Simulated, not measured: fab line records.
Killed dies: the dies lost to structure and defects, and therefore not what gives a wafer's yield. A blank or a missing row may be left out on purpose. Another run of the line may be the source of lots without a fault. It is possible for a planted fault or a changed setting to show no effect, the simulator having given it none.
Which tool is to blame? | flow gf180mcu | Sampling: 14 lots, 42 wafers, 4 of 602 route steps

== WHAT THE GAUGES SHOWED, per wafer ==
GF_V2_OVL_MEAS_15. Usual: V2_OVL gives 3 nm (standard deviation 4.8).
lot  | measured     | on         | V2_OVL (nm) | flag
L881 | day 21 07:05 | overlay-01 | -2 -7 0     | 
L882 | day 21 19:37 | overlay-01 | -1 0 3      | 
L883 | day 22 06:49 | overlay-01 | -2 6 3      | 
L884 | day 22 13:10 | overlay-01 | 13 11 18    | 
L885 | day 23 03:10 | overlay-02 | 7 8 5       | 
L886 | day 23 03:31 | overlay-02 | 4 4 9       | 
L887 | day 23 18:20 | overlay-02 | 8 7 6       | 
L889 | day 24 06:40 | overlay-01 | 2 3 1       | 
L892 | day 25 04:25 | overlay-01 | 9 10 7      | 
L894 | day 25 19:58 | overlay-01 | 3 3 3       | 
L896 | day 26 12:55 | overlay-01 | 3 6 3       | 
L897 | day 26 21:09 | overlay-02 | 7 9 8       | 
L898 | day 27 03:26 | overlay-02 | 6 5 7       | 
L901 | day 27 22:56 | overlay-02 | -4 -3 0     | 

GF_M3_THK_MEAS_06: measures by xrf. Usual: M3_ALCU_THK gives 445 nm (standard deviation 5.3).
lot  | measured     | on           | M3_ALCU_THK (nm) | flag
L881 | day 21 08:50 | filmMetro-01 | 454 448 451      | 
L882 | day 21 21:22 | filmMetro-02 | 447 450 452      | 
L883 | day 22 08:34 | filmMetro-04 | 446 442 441      | 
L884 | day 22 14:54 | filmMetro-04 | 436 439 441      | 
L885 | day 23 04:55 | filmMetro-02 | 453 444 449      | 
L886 | day 23 05:15 | filmMetro-04 | 449 446 444      | 
L887 | day 23 20:05 | filmMetro-01 | 441 440 443      | 
L889 | day 24 08:23 | filmMetro-02 | 453 455 455      | 
L892 | day 25 06:11 | filmMetro-02 | 447 445 445      | 
L894 | day 25 21:55 | filmMetro-02 | 445 445 447      | 
L896 | day 26 14:44 | filmMetro-02 | 439 440 438      | 
L897 | day 26 22:56 | filmMetro-04 | 445 444 444      | 
L898 | day 27 05:10 | filmMetro-01 | 446 441 443      | 
L901 | day 28 00:49 | filmMetro-02 | 451 448 452      | 

== EACH LOT AND THE TOOL THAT RAN IT (in order: tool; ch and the chambers of the sampled wafers; start) ==
lot  | GF_SAB_ETCH_11                    | GF_M2_SPUTTER_04
L881 | rieDiel-02 ch 0,2,3, day 15 22:55 | pvdSputter-03, day 19 03:43
L882 | rieDiel-01 ch 0,1,3, day 16 11:55 | pvdSputter-01, day 19 16:55
L883 | rieDiel-02 ch 0,1,3, day 16 22:07 | pvdSputter-04, day 20 05:06
L884 | rieDiel-03 ch 0,2,3, day 17 04:43 | pvdSputter-04, day 20 11:09
L885 | rieDiel-03 ch 1,2, day 17 18:10   | pvdSputter-03, day 21 03:16
L886 | rieDiel-02 ch 0,3, day 17 20:03   | pvdSputter-01, day 21 03:35
L887 | rieDiel-02 ch 0,1, day 18 10:28   | pvdSputter-01, day 21 17:26
L889 | rieDiel-02 ch 0,1,3, day 19 00:33 | pvdSputter-03, day 22 07:26
L892 | rieDiel-02 ch 0,3, day 20 01:01   | pvdSputter-01, day 23 06:14
L894 | rieDiel-02 ch 0,3, day 20 18:57   | pvdSputter-01, day 23 23:12
L896 | rieDiel-02 ch 0,2,3, day 21 12:39 | pvdSputter-03, day 24 16:13
L897 | rieDiel-01 ch 1,2,3, day 21 22:06 | pvdSputter-03, day 25 00:34
L898 | rieDiel-01 ch 1,2,3, day 22 06:10 | pvdSputter-01, day 25 08:36
L901 | rieDiel-01 ch 1,2,3, day 23 04:13 | pvdSputter-01, day 26 04:24
- GF_SAB_ETCH_11: etches SiO2 in C4F8/O2/Ar, target depth 55 nm, time 8.5 s.
- GF_M2_SPUTTER_04: material TiN, target thk 50 nm, time 41.7 s.

== WHAT THE TOOLS THEMSELVES READ (means of the sampled wafers that have a number; where no wafer has one, the mark that the record gives instead) ==
GF_SAB_ETCH_11. Usual: oesProductAu at 1.003 a.u., with a standard deviation of 0.014.
lot  | tool       | oesProductAu (a.u.) | flag
L881 | rieDiel-02 | 1.005               | 
L882 | rieDiel-01 | 0.994               | 
L883 | rieDiel-02 | 1.008               | 
L884 | rieDiel-03 | 1.002               | 
L885 | rieDiel-03 | 1.011               | 
L886 | rieDiel-02 | 1.010               | 
L887 | rieDiel-02 | 0.994               | 
L889 | rieDiel-02 | 0.994               | 
L892 | rieDiel-02 | 1.012               | 
L894 | rieDiel-02 | 0.998               | 
L896 | rieDiel-02 | 0.997               | 
L897 | rieDiel-01 | 0.996               | 
L898 | rieDiel-01 | 0.999               | 
L901 | rieDiel-01 | 1.006               | 

GF_M2_SPUTTER_04. Usual: throttleValvePct at 30.2 %, with a standard deviation of 0.57.
lot  | tool          | throttleValvePct (%) | flag
L881 | pvdSputter-03 | 30.1                 | 
L882 | pvdSputter-01 | 30.4                 | 
L883 | pvdSputter-04 | 30.6                 | 
L884 | pvdSputter-04 | 30.7                 | 
L885 | pvdSputter-03 | 29.7                 | 
L886 | pvdSputter-01 | 30.5                 | 
L887 | pvdSputter-01 | 30.2                 | 
L889 | pvdSputter-03 | 29.9                 | 
L892 | pvdSputter-01 | 30.2                 | 
L894 | pvdSputter-01 | 30.5                 | 
L896 | pvdSputter-03 | 29.9                 | 
L897 | pvdSputter-03 | 29.6                 | 
L898 | pvdSputter-01 | 30.0                 | 
L901 | pvdSputter-01 | 30.2                 | 

== THE ANSWER, worked out from the rows above alone ==
Rule: take the mean of a lot's wafers that have a number; if it is more than 3 standard deviations from the usual mean, the lot is off. A lot without any number at a reading at which 4 lots or more have one is off too. Where the step has rows for the other lots, those lots are counted as sound. The gauges are gone through in route order, then the tools' own readings, and for those a lot's mean is taken as printed above. At the first step where some lot is off, the reading lying furthest off is the one used; lots without a number count as furthest.
Nothing can be told from this: no lot is off at any reading shown.

== WHAT THE SIMULATOR PUT IN ==
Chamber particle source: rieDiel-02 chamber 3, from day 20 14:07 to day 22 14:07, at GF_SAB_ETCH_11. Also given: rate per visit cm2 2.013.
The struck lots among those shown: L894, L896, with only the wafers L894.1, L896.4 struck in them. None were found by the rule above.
